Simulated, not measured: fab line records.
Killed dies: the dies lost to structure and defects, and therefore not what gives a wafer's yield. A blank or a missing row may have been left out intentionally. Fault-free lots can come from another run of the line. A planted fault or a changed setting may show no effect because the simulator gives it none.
The tool behind it: which one?    flow gf180mcu    45 wafers from 15 lots sampled at 4 of the route's 602 steps

== WHAT THE GAUGES READ, wafer by wafer ==
GF_V3_THK_MEAS_01. Usual: V3_CVD_00_THK typically reads 602 nm, with standard deviation 8.2.
lot   measured      on            V3_CVD_00_THK (nm)  flag
L898  day 22 05:05  filmMetro-02  615 587 595         
L899  day 22 15:52  filmMetro-02  590 602 592         
L901  day 23 03:41  filmMetro-03  600 609 602         
L902  day 23 20:47  filmMetro-01  612 605 614         
L903  day 24 05:07  filmMetro-03  596 608 607         
L909  day 25 18:52  filmMetro-03  598 599 601         
L910  day 26 02:05  filmMetro-02  611 605 609         
L911  day 26 10:11  filmMetro-01  606 605 604         
L913  day 27 10:49  filmMetro-01  586 608 589         
L914  day 27 12:23  filmMetro-01  580 607 583         
L916  day 28 02:07  filmMetro-01  606 599 600         
L917  day 28 10:44  filmMetro-02  594 604 598         
L918  day 28 16:07  filmMetro-03  599 595 599         
L919  day 29 03:19  filmMetro-03  589 616 588         
L921  day 29 12:17  filmMetro-02  606 604 606         

GF_V3_BOW_MEAS_05. Usual: V3_BOW typically reads 117 um, with standard deviation 7.3.
lot   measured      on            V3_BOW (um)  flag
L898  day 22 05:35  filmMetro-01  111 105 115  
L899  day 22 16:22  filmMetro-03  123 119 112  
L901  day 23 04:11  filmMetro-02  119 116 112  
L902  day 23 21:16  filmMetro-03  111 111 118  
L903  day 24 05:37  filmMetro-03  112 120 127  
L909  day 25 19:22  filmMetro-03  132 120 122  
L910  day 26 02:34  filmMetro-01  116 119 117  
L911  day 26 10:41  filmMetro-03  121 122 110  
L913  day 27 11:19  filmMetro-01  110 120 122  
L914  day 27 12:52  filmMetro-03  123 109 127  
L916  day 28 02:37  filmMetro-01  115 130 110  
L917  day 28 11:14  filmMetro-03  117 116 110  
L918  day 28 16:36  filmMetro-02  108 124 133  
L919  day 29 03:49  filmMetro-03  108 114 114  
L921  day 29 12:49  filmMetro-01  128 124 130  

GF_V4_CD_MEAS_14: target cd 260 nm. Usual: cdNm 259.9 nm, standard deviation 1.1.
lot   measured      on        cdNm (nm)          flag
L898  day 25 05:21  cdSem-02  261.6 260.9 261.8  
L899  day 25 14:20  cdSem-01  259.9 260.8 258.7  
L901  day 26 02:23  cdSem-02  - - -              OFF
L902  day 26 17:53  cdSem-01  - - -              OFF
L903  day 27 02:43  cdSem-02  - - -              OFF
L909  day 28 13:41  cdSem-02  260.9 258.6 260.9  
L910  day 28 19:16  cdSem-01  260.1 259.3 259.7  
L911  day 29 03:02  cdSem-02  259.6 259.4 259.6  
L913  day 30 02:52  cdSem-01  259.0 258.6 260.8  
L914  day 30 03:31  cdSem-02  259.4 259.4 259.4  
L916  day 30 15:48  cdSem-02  257.6 257.6 259.1  
L917  day 30 23:38  cdSem-02  260.4 259.8 260.6  
L918  day 31 04:32  cdSem-02  258.9 259.4 258.1  
L919  day 31 15:56  cdSem-02  261.5 261.1 260.6  
L921  day 31 23:58  cdSem-02  258.6 258.4 258.4  

== WHICH TOOL RAN EACH LOT (tool, then ch and the chambers of the sampled wafers, then the start) ==
lot   GF_V4_PEB_12
L898  lithoTrack-02 ch 0, day 25 05:02
L899  lithoTrack-02 ch 0, day 25 13:59
L901  lithoTrack-02, day 26 02:02
L902  lithoTrack-03, day 26 17:32
L903  lithoTrack-04, day 27 02:23
L909  lithoTrack-03 ch 0, day 28 13:20
L910  lithoTrack-04 ch 0, day 28 18:56
L911  lithoTrack-02 ch 0, day 29 02:41
L913  lithoTrack-02 ch 0, day 30 02:31
L914  lithoTrack-02 ch 0, day 30 03:10
L916  lithoTrack-02 ch 0, day 30 15:29
L917  lithoTrack-02 ch 0, day 30 23:17
L918  lithoTrack-03 ch 0, day 31 04:11
L919  lithoTrack-02 ch 0, day 31 15:35
L921  lithoTrack-04 ch 0, day 31 23:39
- GF_V4_PEB_12: peb time 90 s.

== AS READ BY THE TOOLS THEMSELVES (means over the sampled wafers that have a number; for cases with no such wafer, the mark the record gives instead) ==
GF_V4_PEB_12. Usual: chillPlateTempC 23.00 C, standard deviation 0.1; exhaustPa 45.2 Pa, standard deviation 0.89; heaterPowerTotalW 85.69 W, standard deviation 0.087.
lot   tool           chillPlateTempC (C)  exhaustPa (Pa)  heaterPowerTotalW (W)  flag
L898  lithoTrack-02  22.88                46.2            85.65                  
L899  lithoTrack-02  22.93                45.2            85.63                  
L901  lithoTrack-02  -                    -               -                      OFF
L902  lithoTrack-03  -                    -               -                      OFF
L903  lithoTrack-04  -                    -               -                      OFF
L909  lithoTrack-03  23.15                45.4            85.66                  
L910  lithoTrack-04  23.00                46.1            85.65                  
L911  lithoTrack-02  22.87                45.8            85.81                  
L913  lithoTrack-02  23.00                45.8            85.80                  
L914  lithoTrack-02  23.06                44.3            85.70                  
L916  lithoTrack-02  22.93                45.0            85.71                  
L917  lithoTrack-02  22.91                45.5            85.73                  
L918  lithoTrack-03  23.06                45.4            85.63                  
L919  lithoTrack-02  23.08                45.4            85.62                  
L921  lithoTrack-04  23.00                44.3            85.65                  

== THE ANSWER, worked out from the rows above alone ==
Rule: a lot is off if the mean of its wafers that have a number lies more than 3 standard deviations from the usual mean. Also off: a lot with no number at a reading for which 4 or more lots have one. All remaining lots with rows at the step are treated as sound. The gauges are gone through in route order, then the tools' own readings, and for those a lot's mean is taken as printed above. At the first step where some lot is off, the reading lying furthest off is the one used; lots without a number count as furthest.
Off, at GF_V4_CD_MEAS_14 on cdNm: L901, L902, L903. Without a number there: L901, L902, L903.
A tool fits if, at a process step before that reading, it ran every lot that is off, and no sound lot after the first of them. The gauges at GF_V4_CD_MEAS_14 aren't tried: what is off there is off at GF_V4_PEB_12 too, on other tools, and a gauge's error can't cause that. Not one of the candidates tried fits.

== WHAT HAD BEEN PUT IN BY THE SIMULATOR ==
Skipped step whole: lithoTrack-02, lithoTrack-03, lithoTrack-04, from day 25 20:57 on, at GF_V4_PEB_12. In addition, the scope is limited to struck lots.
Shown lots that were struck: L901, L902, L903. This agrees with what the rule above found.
